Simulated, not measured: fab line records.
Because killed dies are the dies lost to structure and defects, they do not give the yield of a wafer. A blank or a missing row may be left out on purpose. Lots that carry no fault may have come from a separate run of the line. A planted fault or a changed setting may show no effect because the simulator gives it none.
Chamber matching + flow sky130 + SKY_VIA3_CMP_24 on cmp-02: 4 sister chambers
The step polishes, stops on SiO2, t overpolish 20 s, target thk 0 nm. 20 wafers are shown with their chamber, then 10 later ones without.

## WAFERS WITH THEIR CHAMBER
| wafer  | chamber | motor current A (A) | time to endpoint s (s) | head pressure psi (psi) |
|--------|---------|---------------------|------------------------|-------------------------|
| L279.1 | 1       | 10.9                | 86                     | 3.509                   |
| L279.4 | 3       | 9.4                 | 95                     | 3.493                   |
| L279.6 | 0       | 10.2                | 97                     | 3.500                   |
| L281.3 | 1       | 10.7                | 90                     | 3.518                   |
| L281.4 | 2       | 9.6                 | 99                     | 3.497                   |
| L281.6 | 1       | 10.5                | 93                     | 3.495                   |
| L287.2 | 3       | 9.5                 | 91                     | 3.486                   |
| L287.4 | 0       | 9.9                 | 96                     | 3.493                   |
| L287.6 | 3       | 9.1                 | 93                     | 3.491                   |
| L294.4 | 3       | 9.4                 | 95                     | 3.489                   |
| L294.5 | 2       | 10.1                | 94                     | 3.490                   |
| L294.6 | 1       | 10.8                | 92                     | 3.504                   |
| L295.3 | 1       | 10.0                | 92                     | 3.515                   |
| L295.5 | 1       | 10.4                | 91                     | 3.520                   |
| L295.6 | 2       | 10.1                | 100                    | 3.507                   |
| L297.1 | 3       | 9.2                 | 94                     | 3.498                   |
| L297.2 | 0       | 9.9                 | 98                     | 3.504                   |
| L297.6 | 2       | 9.3                 | 96                     | 3.514                   |
| L298.1 | 1       | 10.4                | 89                     | 3.497                   |
| L298.2 | 2       | 9.3                 | 100                    | 3.522                   |

SIGNATURES (averages over the wafers above)
| reading            | chamber 0 | chamber 1 | chamber 2 | chamber 3 | scatter within a chamber |
|--------------------|-----------|-----------|-----------|-----------|--------------------------|
| motor current A    | 10.000    | 10.529    | 9.680     | 9.320     | 0.293                    |
| time to endpoint s | 97.00     | 90.43     | 97.80     | 93.60     | 2.18                     |
| head pressure psi  | 3.49900   | 3.50829   | 3.50600   | 3.49140   | 0.00936                  |
Rule: a wafer lies at a distance from a chamber equal to the root of the sum of squares, over the readings, of (its reading less the chamber's mean, divided by the reading's scatter). The wafer belongs to the nearest chamber; if the next one is less than 2 further off, it can't be placed. The scatter: take each reading less its chamber's mean, square it, sum over the shown wafers, divide by the number of wafers less the number of chambers, and take the root.

## WAFERS WITHOUT THEIR CHAMBER
| wafer  | motor current A (A) | time to endpoint s (s) | head pressure psi (psi) |
|--------|---------------------|------------------------|-------------------------|
| L298.6 | 8.9                 | 95                     | 3.493                   |
| L300.1 | 10.7                | 87                     | 3.496                   |
| L300.2 | 9.2                 | 96                     | 3.501                   |
| L300.5 | 9.2                 | 96                     | 3.499                   |
| L301.3 | 10.4                | 92                     | 3.506                   |
| L301.4 | 10.4                | 97                     | 3.503                   |
| L301.6 | 9.3                 | 94                     | 3.497                   |
| L302.1 | 10.8                | 90                     | 3.494                   |
| L302.3 | 10.1                | 99                     | 3.508                   |
| L302.5 | 10.5                | 91                     | 3.484                   |

## WHICH CHAMBER EACH ONE RAN IN
| wafer  | from the rows above          | in truth |
|--------|------------------------------|----------|
| L298.6 | can't be placed: 3 or 2      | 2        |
| L300.1 | 1                            | 1        |
| L300.2 | can't be placed: 3 or 2 or 0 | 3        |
| L300.5 | can't be placed: 3 or 2 or 0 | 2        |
| L301.3 | can't be placed: 1 or 0      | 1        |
| L301.4 | can't be placed: 0 or 2 or 1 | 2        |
| L301.6 | can't be placed: 3 or 2      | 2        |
| L302.1 | 1                            | 1        |
| L302.3 | can't be placed: 0 or 2      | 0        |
| L302.5 | can't be placed: 1 or 0 or 3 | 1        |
Correct placement for 2 of the 10. Unplaceable from these rows: 8, with the true chamber sitting among the candidates in 8. Placed wrongly: 0.
